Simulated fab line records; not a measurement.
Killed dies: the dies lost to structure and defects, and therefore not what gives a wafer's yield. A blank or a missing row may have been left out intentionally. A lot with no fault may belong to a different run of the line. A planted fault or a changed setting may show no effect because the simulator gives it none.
Which tool did it? | flow gf180mcu | Sampling: 13 lots, 39 wafers, 5 of 602 route steps

== WHAT THE GAUGES READ, wafer by wafer ==
GF_MVPSD_OVL_MEAS_07.
lot  | measured     | on         | MVPSD_OVL (nm)
L217 | day 5 03:24  | overlay-01 | 2.2 1.8 2.4
L218 | day 5 08:13  | overlay-01 | 1.6 2.1 0.8
L219 | day 6 02:44  | overlay-02 | 0.5 2.5 1.4
L222 | day 7 00:22  | overlay-01 | 2.3 2.2 1.6
L224 | day 7 06:07  | overlay-01 | 1.2 1.7 1.6
L226 | day 7 21:55  | overlay-02 | 0.4 -0.1 1.2
L232 | day 9 04:16  | overlay-01 | 1.4 2.4 1.9
L233 | day 9 05:55  | overlay-02 | 1.9 1.3 1.4
L234 | day 9 13:04  | overlay-02 | 3.3 3.2 2.9
L235 | day 9 19:11  | overlay-02 | 1.0 -1.1 -0.1
L236 | day 9 22:43  | overlay-01 | 0.7 0.8 0.8
L238 | day 10 13:28 | overlay-01 | 0.7 1.9 2.1
L239 | day 10 17:42 | overlay-02 | 1.3 1.2 0.4

GF_NSD_OVL_MEAS_08.
lot  | measured     | on         | NSD_OVL (nm)
L217 | day 13 07:25 | overlay-02 | 1.8 2.4 0.6
L218 | day 13 16:42 | overlay-02 | 0.3 0.6 1.2
L219 | day 14 20:43 | overlay-01 | 1.1 1.6 1.1
L222 | day 16 00:47 | overlay-02 | 1.4 1.6 2.5
L224 | day 16 10:50 | overlay-02 | 0.1 -0.8 0.0
L226 | day 17 06:32 | overlay-02 | 0.5 1.7 0.5
L232 | day 19 03:08 | overlay-01 | -0.9 0.4 -0.9
L233 | day 19 04:25 | overlay-02 | 1.9 1.3 0.1
L234 | day 19 14:43 | overlay-01 | -0.3 1.4 0.3
L235 | day 20 00:20 | overlay-02 | -0.8 0.1 -0.4
L236 | day 20 09:50 | overlay-02 | -0.1 0.2 -0.8
L238 | day 20 21:56 | overlay-01 | -0.5 -0.4 -0.1
L239 | day 21 05:17 | overlay-01 | 0.1 0.0 0.4

GF_PSD_RS_MEAS_14: measurement is done with a four-point probe.
lot  | measured     | on            | NSD_RS (ohm/sq)
L217 | day 14 04:37 | film_metro-01 | 46.30 46.31 46.35
L218 | day 14 13:43 | film_metro-01 | 46.08 46.05 46.09
L219 | day 15 19:02 | film_metro-01 | 46.10 46.14 46.17
L222 | day 17 00:38 | film_metro-04 | 46.09 46.13 46.10
L224 | day 17 09:56 | film_metro-02 | 39.62 39.68 39.70 39.73 39.70 39.75
L226 | day 18 07:11 | film_metro-04 | 39.78 39.76 39.81 39.80 39.80 39.79
L232 | day 20 04:25 | film_metro-02 | 46.14 46.21 46.22
L233 | day 20 05:24 | film_metro-01 | 46.19 46.23 46.21
L234 | day 20 15:34 | film_metro-04 | 46.02 46.03 46.19
L235 | day 21 00:43 | film_metro-04 | 46.07 46.14 46.11
L236 | day 21 10:56 | film_metro-01 | 46.09 46.06 45.99
L238 | day 21 22:23 | film_metro-01 | 46.20 46.17 46.22
L239 | day 22 06:25 | film_metro-02 | 46.18 46.15 46.18

== TOOL THAT RAN EACH LOT (tool first, then ch and the chambers of the sampled wafers, then the start) ==
lot  | GF_VT_IMPLANT_STRIP_09               | GF_PSD_RTA_13
L217 | plasma_asher-02 ch 0,1, day 5 18:32  | rtp_anneal-02 ch 0, day 14 04:31
L218 | plasma_asher-03 ch 0,1, day 5 23:47  | rtp_anneal-01 ch 0, day 14 13:37
L219 | plasma_asher-02 ch 0,1, day 6 18:26  | rtp_anneal-02 ch 0, day 15 18:56
L222 | plasma_asher-02 ch 0,1, day 7 16:46  | rtp_anneal-01 ch 0, day 17 00:34
L224 | plasma_asher-02 ch 0, day 7 22:35    | rtp_anneal-01 ch 0, day 17 09:50
L226 | plasma_asher-03 ch 0,1, day 8 14:20  | rtp_anneal-01 ch 0, day 18 07:06
L232 | plasma_asher-01 ch 0,1, day 9 22:31  | rtp_anneal-02 ch 0, day 20 04:20
L233 | plasma_asher-01 ch 0,1, day 9 23:25  | rtp_anneal-02 ch 0, day 20 05:19
L234 | plasma_asher-03 ch 0,1, day 10 07:10 | rtp_anneal-02 ch 0, day 20 15:29
L235 | plasma_asher-03 ch 0,1, day 10 12:44 | rtp_anneal-01 ch 0, day 21 00:37
L236 | plasma_asher-01 ch 0,1, day 10 17:07 | rtp_anneal-01 ch 0, day 21 10:51
L238 | plasma_asher-01 ch 0,1, day 11 07:53 | rtp_anneal-01 ch 0, day 21 22:17
L239 | plasma_asher-02 ch 0,1, day 11 12:47 | rtp_anneal-01 ch 0, day 22 06:20
- GF_VT_IMPLANT_STRIP_09: strips in O2/N2.
- GF_PSD_RTA_13: time 20 s.

== AS READ BY THE TOOLS THEMSELVES (means over the sampled wafers that have a number; for cases with no such wafer, the mark the record gives instead) ==
GF_VT_IMPLANT_STRIP_09.
lot  | tool            | drypump_motor_current_A (A) | heater_power_w (W) | oes_product_au (a.u.) | strip_time_to_endpoint_s (s)
L217 | plasma_asher-02 | 5.8                         | 359                | 0.716                 | 12.65
L218 | plasma_asher-03 | 5.9                         | 343                | 0.715                 | 12.67
L219 | plasma_asher-02 | 5.9                         | 355                | 0.716                 | 12.66
L222 | plasma_asher-02 | 5.9                         | 360                | 0.713                 | 12.62
L224 | plasma_asher-02 | 5.4                         | 348                | 0.714                 | 12.61
L226 | plasma_asher-03 | 5.9                         | 342                | 0.715                 | 12.66
L232 | plasma_asher-01 | 5.9                         | 338                | 0.716                 | 12.60
L233 | plasma_asher-01 | 5.8                         | 314                | 0.719                 | 12.66
L234 | plasma_asher-03 | 5.9                         | 338                | 0.717                 | 12.63
L235 | plasma_asher-03 | 5.8                         | 329                | 0.713                 | 12.65
L236 | plasma_asher-01 | 5.9                         | 341                | 0.719                 | 12.58
L238 | plasma_asher-01 | 5.8                         | 321                | 0.718                 | 12.64
L239 | plasma_asher-02 | 6.3                         | 381                | 0.711                 | 12.58

GF_PSD_RTA_13.
lot  | tool          | lamp_power_pct (%) | wafer_temp_C_max
L217 | rtp_anneal-02 | 34.5               | 1029.4
L218 | rtp_anneal-01 | 28.6               | 1028.5
L219 | rtp_anneal-02 | 34.5               | 1029.3
L222 | rtp_anneal-01 | 28.6               | 1029.0
L224 | rtp_anneal-01 | 32.1               | 1073.0
L226 | rtp_anneal-01 | 32.1               | 1072.3
L232 | rtp_anneal-02 | 34.5               | 1028.6
L233 | rtp_anneal-02 | 34.5               | 1028.5
L234 | rtp_anneal-02 | 34.5               | 1029.7
L235 | rtp_anneal-01 | 28.6               | 1029.6
L236 | rtp_anneal-01 | 28.6               | 1029.8
L238 | rtp_anneal-01 | 28.7               | 1028.6
L239 | rtp_anneal-01 | 28.6               | 1028.8

== THE ANSWER, worked out from the rows above alone ==
Rule: what is usual is taken from the lots themselves. Put in order of their means at a reading, lots are off if they are a third of the lots or fewer, leave a main group of 4 or more, and stand apart from it by a gap of 3 or more times the standard deviation of the main group's means; of several such gaps the widest counts. If all means in a main group match to the digits the tables above print for the reading, that group is not used. A lot without any number at a reading at which 4 lots or more have one is off too. All remaining lots with rows at the step are treated as sound. First the gauges in route order, then the tools' own readings, where a lot's mean is used as printed above. At the first step where some lot is off, the reading lying furthest off is the one used; lots without a number count as furthest.
Off: L224, L226, seen at GF_PSD_RS_MEAS_14 (NSD_RS). Mean 46.15 ohm/sq and standard deviation 0.075 in the main group.
A tool fits if, at a process step before that reading, it ran every lot that is off, and no sound lot after the first of them. The gauges at GF_PSD_RS_MEAS_14 aren't tried: what is off there is off at GF_PSD_RTA_13 too, on other tools, and a gauge's error can't cause that. Of those tried, none fits.

== WHAT THE SIMULATOR PUT IN ==
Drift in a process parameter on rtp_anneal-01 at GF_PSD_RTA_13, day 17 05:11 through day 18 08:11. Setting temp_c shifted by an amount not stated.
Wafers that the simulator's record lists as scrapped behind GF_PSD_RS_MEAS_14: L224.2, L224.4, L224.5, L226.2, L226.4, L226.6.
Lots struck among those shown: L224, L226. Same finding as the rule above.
